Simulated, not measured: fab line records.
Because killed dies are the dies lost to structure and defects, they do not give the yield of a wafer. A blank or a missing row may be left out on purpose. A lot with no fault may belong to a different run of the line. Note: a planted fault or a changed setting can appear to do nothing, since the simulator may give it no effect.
The same fault as seen by 2 desks | flow sky130 | only its own numbers are on each desk; what lay behind them is given at the end

TOOL OWNER'S DESK, lpcvd-03
The tool's own readings at SKY_SONOS_ONO_CVD_04 (deposits SiO2 from SiH4/N2O, target thk 5.7199 nm): means of the sampled wafers that have a number, for each lot that ran on this tool. If a lot's mean is further than 4 standard deviations from the usual mean, the lot is out of limits and carries the mark OUT (the distance appears in the brackets).
Columns: A = pressureMtorr at SKY_SONOS_ONO_CVD_04, usual 400.3 mTorr; B = spikeTcBottomC at SKY_SONOS_ONO_CVD_04, usual 913 C
lot  | first seen here | A     | B
L276 | day 11 02:44    | 400.4 | 910
L277 | day 11 21:39    | 400.7 | 917
L279 | day 12 22:11    | 401.2 | 910
L280 | day 12 22:11    | 400.4 | 917
L281 | day 13 13:14    | 400.3 | 911
L282 | day 14 03:40    | 400.8 | 911
L292 | day 16 17:20    | 402.0 | 911
L293 | day 17 03:59    | 399.9 | 910
L294 | day 17 08:56    | 399.5 | 910
L295 | day 17 16:29    | 400.4 | 910
L296 | day 18 07:08    | 400.2 | 911
L297 | day 18 13:03    | 400.9 | 911
L298 | day 18 22:13    | 398.9 | 918
L299 | day 19 13:43    | 400.3 | 910
This desk's verdict: no lot among the 14 shows anything out of limits.

THE METROLOGY DESK
What the gauges read for every lot (on any tool): the sampled wafers with a number, averaged. If a lot's mean is further than 4 standard deviations from the usual mean, the lot is out of limits and carries the mark OUT (the distance appears in the brackets).
Columns: A = METAL3_OVL at SKY_METAL3_OVL_MEAS_14, usual 2 nm
lot  | first seen here | A
L276 | day 38 00:29    | 5
L277 | day 38 22:55    | 2
L280 | day 39 18:05    | -0
L279 | day 39 22:26    | 2
L281 | day 40 16:32    | 7
L282 | day 41 07:42    | 3
L292 | day 43 10:55    | -4
L293 | day 43 12:46    | -4
L294 | day 43 15:06    | 4
L295 | day 44 03:16    | 1
L296 | day 44 12:54    | 6
L297 | day 44 13:17    | 12
L298 | day 44 17:00    | 4
L299 | day 45 05:40    | 11
This desk's verdict: no lot among the 14 shows anything out of limits.

ALL TOGETHER
The desk of the tool owner found nothing out of limits.
Nothing out of limits was seen by the metrology desk.

WHAT THE SIMULATOR PUT IN
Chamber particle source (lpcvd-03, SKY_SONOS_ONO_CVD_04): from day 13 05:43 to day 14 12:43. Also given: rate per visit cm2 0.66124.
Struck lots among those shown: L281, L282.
